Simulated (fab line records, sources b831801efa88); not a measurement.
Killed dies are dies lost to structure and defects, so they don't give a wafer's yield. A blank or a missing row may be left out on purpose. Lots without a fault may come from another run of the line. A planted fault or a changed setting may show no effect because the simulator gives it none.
Which tool did it? | flow gf180mcu | 14 lots, 42 wafers sampled, at 3 steps of a route of 602

WHAT THE GAUGES READ, wafer by wafer
GF_TOP_METAL_CD_MEAS_14: target cd 440 nm.
lot  | measured     | on        | cd_nm (nm)
L956 | day 28 01:19 | cd_sem-02 | 441.9 444.0 441.9
L960 | day 29 07:05 | cd_sem-01 | 439.4 439.3 441.4
L962 | day 30 03:40 | cd_sem-01 | 441.5 441.9 442.2
L964 | day 30 14:37 | cd_sem-01 | 435.1 438.5 435.4
L965 | day 30 19:38 | cd_sem-01 | 438.2 438.2 438.5
L966 | day 31 03:32 | cd_sem-01 | 441.5 443.1 441.6
L967 | day 31 06:36 | cd_sem-02 | 439.7 441.7 442.1
L968 | day 31 12:25 | cd_sem-02 | 443.1 444.1 440.6
L971 | day 32 09:16 | cd_sem-02 | 440.1 439.0 440.2
L972 | day 32 12:27 | cd_sem-02 | 439.4 439.8 440.5
L974 | day 33 06:34 | cd_sem-02 | 441.8 445.0 442.6
L976 | day 33 18:59 | cd_sem-01 | 441.9 442.5 440.4
L979 | day 34 08:08 | cd_sem-01 | 444.5 444.8 444.6
L978 | day 34 10:55 | cd_sem-01 | 444.1 440.3 442.1

GF_PASSIVATION_THK_MEAS_03.
lot  | measured     | on            | PASSIVATION_CVD_02_THK (nm)
L956 | day 28 02:46 | film_metro-01 | 703 710 708
L960 | day 29 08:26 | film_metro-02 | 697 706 714
L962 | day 30 05:00 | film_metro-04 | 692 704 707
L964 | day 30 16:05 | film_metro-01 | 695 710 709
L965 | day 30 21:10 | film_metro-01 | 702 702 699
L966 | day 31 05:04 | film_metro-01 | 695 709 708
L967 | day 31 08:02 | film_metro-01 | 706 713 721
L968 | day 31 13:44 | film_metro-02 | 692 727 699
L971 | day 32 10:37 | film_metro-01 | 701 696 697
L972 | day 32 13:45 | film_metro-02 | 701 719 712
L974 | day 33 07:52 | film_metro-01 | 700 681 684
L976 | day 33 20:17 | film_metro-02 | 711 710 727
L979 | day 34 09:27 | film_metro-01 | 694 703 706
L978 | day 34 12:13 | film_metro-02 | 698 705 717

WHICH TOOL RAN EACH LOT (tool, then ch and the chambers of the sampled wafers, then the start)
lot  | GF_TOP_METAL_SPUTTER_02
L956 | pvd_sputter-03, day 27 05:17
L960 | pvd_sputter-01, day 28 11:55
L962 | pvd_sputter-01, day 29 08:53
L964 | pvd_sputter-03, day 29 20:33
L965 | pvd_sputter-03, day 30 00:57
L966 | pvd_sputter-01, day 30 09:28
L967 | pvd_sputter-03, day 30 13:27
L968 | pvd_sputter-03, day 30 18:34
L971 | pvd_sputter-02, day 31 16:28
L972 | pvd_sputter-02, day 31 20:01
L974 | pvd_sputter-01, day 32 14:56
L976 | pvd_sputter-01, day 33 03:28
L979 | pvd_sputter-02, day 33 17:20
L978 | pvd_sputter-02, day 33 19:26
- GF_TOP_METAL_SPUTTER_02: material AlCu, target thk 900 nm, time 47.82 s.

WHAT THE TOOLS THEMSELVES READ (means of the sampled wafers that have a number; where no wafer has one, the mark that the record gives instead)
GF_TOP_METAL_SPUTTER_02.
lot  | tool           | throttle_valve_pct (%)
L956 | pvd_sputter-03 | 29.8
L960 | pvd_sputter-01 | 30.6
L962 | pvd_sputter-01 | 30.8
L964 | pvd_sputter-03 | 29.7
L965 | pvd_sputter-03 | 29.7
L966 | pvd_sputter-01 | 30.3
L967 | pvd_sputter-03 | 30.7
L968 | pvd_sputter-03 | 30.2
L971 | pvd_sputter-02 | 30.0
L972 | pvd_sputter-02 | 30.1
L974 | pvd_sputter-01 | 30.7
L976 | pvd_sputter-01 | 30.5
L979 | pvd_sputter-02 | 31.0
L978 | pvd_sputter-02 | 30.3

THE ANSWER, worked out from the rows above alone
Rule: what is usual is taken from the lots themselves. Put in order of their means at a reading, lots are off if they are a third of the lots or fewer, leave a main group of 4 or more, and stand apart from it by a gap of 3 or more times the standard deviation of the main group's means; of several such gaps the widest counts. A main group whose means are all the same, to the digits that the tables above print for the reading, isn't used. A lot without any number at a reading at which 4 lots or more have one is off too. The other lots that the step has rows for count as sound. The gauges are gone through in route order, then the tools' own readings, and for those a lot's mean is taken as printed above. The first step at which some lot is off is used, and at that step the reading that is off furthest; a lot without a number counts as furthest.
No lot is off at any reading shown: from this, nothing can be told.

WHAT THE SIMULATOR HAD PUT IN
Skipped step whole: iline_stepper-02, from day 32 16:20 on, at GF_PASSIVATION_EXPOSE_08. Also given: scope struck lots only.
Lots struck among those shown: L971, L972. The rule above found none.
